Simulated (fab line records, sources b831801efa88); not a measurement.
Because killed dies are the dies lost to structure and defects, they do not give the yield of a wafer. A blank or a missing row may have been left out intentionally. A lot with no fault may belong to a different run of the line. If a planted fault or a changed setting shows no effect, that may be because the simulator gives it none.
Chamber matching / flow gf180mcu / pecvd-01 running GF_PASSIVATION_CVD_00: 3 sister chambers
The step deposits SiO2 from TEOS, target thk 1000 nm, time 111.95 s. 3 wafers are shown with their chamber, then 9 later ones without.

== WAFERS WITH THEIR CHAMBER ==
wafer=L916.1; chamber=0; heaterPowerW (W)=541
wafer=L916.3; chamber=1; heaterPowerW (W)=571
wafer=L916.4; chamber=2; heaterPowerW (W)=873

== WAFERS WITHOUT THEIR CHAMBER ==
wafer=L917.1; heaterPowerW (W)=459
wafer=L917.3; heaterPowerW (W)=572
wafer=L917.4; heaterPowerW (W)=508
wafer=L919.1; heaterPowerW (W)=440
wafer=L919.2; heaterPowerW (W)=784
wafer=L919.3; heaterPowerW (W)=563
wafer=L921.1; heaterPowerW (W)=820
wafer=L921.3; heaterPowerW (W)=549
wafer=L921.6; heaterPowerW (W)=435

== WHICH CHAMBER EACH WENT THROUGH ==
wafer=L917.1; from the rows above=can't be placed: 0 or 1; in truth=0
wafer=L917.3; from the rows above=can't be placed: 1 or 0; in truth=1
wafer=L917.4; from the rows above=can't be placed: 0 or 1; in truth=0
wafer=L919.1; from the rows above=can't be placed: 0 or 1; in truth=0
wafer=L919.2; from the rows above=can't be placed: 2 or 1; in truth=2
wafer=L919.3; from the rows above=can't be placed: 1 or 0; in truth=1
wafer=L921.1; from the rows above=2; in truth=2
wafer=L921.3; from the rows above=can't be placed: 0 or 1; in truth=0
wafer=L921.6; from the rows above=can't be placed: 0 or 1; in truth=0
1 of 9 placed correctly. Unplaceable from these rows: 8, with the true chamber sitting among the candidates in 8. Placed wrongly: 0.
How it was worked out, from the rows above alone: a wafer's distance from a chamber is the root of the sum, over the readings, of the square of ((its reading less the chamber's mean) divided by the reading's scatter). The wafer belongs to the nearest chamber; if the next one is less than 2 further off, it can't be placed. A chamber's mean is the mean of its shown wafers. The scatter: with one shown wafer a chamber, the root of the mean of the squares of how far each hidden wafer lies from its nearest shown one.
